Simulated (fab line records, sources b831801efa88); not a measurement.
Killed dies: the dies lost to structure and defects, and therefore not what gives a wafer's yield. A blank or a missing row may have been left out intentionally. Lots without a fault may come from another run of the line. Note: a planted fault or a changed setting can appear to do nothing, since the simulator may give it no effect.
Struck lot and sound lot, side by side | flow sky130 | 17 out of 708 route steps
Sound: wafers L249.1, L249.2, L249.3. Wafers L264.1, L264.2, L264.3 were the ones struck. The cause is given at the end.
At each step with rows: each side's tool, then ch and its chambers, then its first start. Under that, the readings that differ: sound wafers | struck wafers | difference of the means | sigmas: that difference in standard deviations of wafers without a fault.
alike: a reading whose means differ by less than 2 such deviations, as well as words and numbers matching on both sides. not compared: withheld readings; readings where some wafer has no value; bounds like >300 that might hide an equal value; numbers whose values overlap and for which the record gives no deviation.
The two part at a step that has a row with sigmas, a row that says differs or no value, or rows on one side only. Numbers that have no deviation but don't overlap get no sigmas and don't part them. Lack of a reading on every wafer of one side parts them only where that side has two or more wafers.

first, 1 step without rows for these wafers: SKY_VT_ADJUST_NCORE_IMPLANT_09.
SKY_VT_ADJUST_NCORE_STRIP_10: strips in O2/N2.
  sound on plasma asher-02 ch 0,1, day 8 19:02; struck on plasma asher-01 ch 0,1, day 12 16:09
  reading                     | sound          | struck         | difference | sigmas
  drypump motor current A (A) | 6.24 5.91 6.28 | 5.81 5.58 5.58 | -0.49      | -2
  alike: chamber pressure mTorr, oes product au, strip time to endpoint s
  not compared: rf hours counter h
SKY_VT_ADJUST_NCORE_TW_MEAS_11:
  struck on film metro-04, day 12 16:15; sound on film metro-01, day 8 19:08
  reading            | sound             | struck            | difference | sigmas
  VT_ADJUST_NCORE_TW | 222.4 221.9 221.1 | 219.1 220.0 219.2 | -2.4       | -2
then, 7 steps without rows for these wafers: SKY_VT_ADJUST_HVTR_DEHYDRATE_00 (time 60 s); SKY_VT_ADJUST_HVTR_HMDS_01 (prime time 60 s); SKY_VT_ADJUST_HVTR_COAT_02 (resist thk 1140 nm); SKY_VT_ADJUST_HVTR_SOFTBAKE_03 (time 60 s); SKY_VT_ADJUST_HVTR_EXPOSE_04 (exposes mask HVTRM, target cd 380 nm); SKY_VT_ADJUST_HVTR_PEB_05; SKY_VT_ADJUST_HVTR_DEVELOP_06 (develop time 60 s).
SKY_VT_ADJUST_HVTR_CD_MEAS_07 targets a cd of 380 nm.
  struck on cd sem-02, day 13 17:29; sound on cd sem-01, day 9 11:11
  alike: cd nm
SKY_VT_ADJUST_HVTR_OVL_MEAS_08:
  struck on overlay-02, day 13 17:36; sound on overlay-01, day 9 11:18
  alike: VT_ADJUST_HVTR_OVL
SKY_VT_ADJUST_HVTR_IMPLANT_09:
  sound on implanter-02 ch 0, day 9 11:20; struck on implanter-04 ch 0, day 13 17:38
  reading            | sound             | struck            | difference | sigmas
  beam on s (s)      | 9.26 9.74 9.99    | 8.37 8.50 8.50    | -1.21      | -5
  faraday current uA | 12.75 12.20 11.77 | 14.15 13.96 13.94 | +1.78      | +7
SKY_VT_ADJUST_HVTR_STRIP_10: strips in O2/N2.
  sound on plasma asher-03 ch 0,1, day 9 11:29; struck on plasma asher-03 ch 0,1, day 13 17:47
  alike: chamber pressure mTorr, drypump motor current A, oes product au, strip time to endpoint s
  not compared: rf hours counter h
SKY_VT_ADJUST_HVTR_TW_MEAS_11:
  struck on film metro-04, day 13 17:53; sound on film metro-02, day 9 11:35
  reading           | sound             | struck            | difference | sigmas
  VT_ADJUST_HVTR_TW | 211.8 213.4 212.3 | 202.5 202.5 201.9 | -10.2      | -9
then, 1 step without rows for these wafers: SKY_VT_ADJUST_PCH_DEHYDRATE_00 (time 60 s).
-- here the record skips 36 days between the struck wafers' starts before and after, leaving off in module VT_ADJUST_PCH and picking up in module PAD_OPEN (first step shown: number 708 of the route) --
SKY_PAD_OPEN_PROBE_99:
  struck on prober-01, day 49 13:32; sound on prober-01, day 46 01:04
  reading                                  | sound                   | struck                  | difference | sigmas
  model.etest.pfet_01v8_mvt.drive ua um    | 153.7 153.2 153.4       | 142.1 142.4 145.5       | -10.1      |
  model.etest.pfet_01v8_mvt.off log10 a um | -10.73 -11.08 -10.89    | -11.54 -11.51 -11.46    | -0.60      |
  model.etest.pfet_01v8_mvt.vt sat v (V)   | -0.5752 -0.5847 -0.5914 | -0.6348 -0.6435 -0.6242 | -0.0504    |
  model.etest.pfet_01v8_mvt.vt v (V)       | -0.6619 -0.6692 -0.672  | -0.7064 -0.7139 -0.7036 | -0.0403    |
  model.etest.pfet_01v8_mvt.vt long v (V)  | -0.8628 -0.8722 -0.8675 | -0.9076 -0.9103 -0.9089 | -0.0414    |
  alike: killed_at_M0_to_M3, killed_at_M4_up, killed at contacts, killed at front end, killed at other, killed dies, killed open, killed short

## WHERE THEY PART
First at SKY_VT_ADJUST_NCORE_STRIP_10; last, within this record, at SKY_VT_ADJUST_HVTR_TW_MEAS_11. Later steps at which nothing parts them and some readings are alike: SKY_PAD_OPEN_PROBE_99.

WHY: the cause the simulator had injected
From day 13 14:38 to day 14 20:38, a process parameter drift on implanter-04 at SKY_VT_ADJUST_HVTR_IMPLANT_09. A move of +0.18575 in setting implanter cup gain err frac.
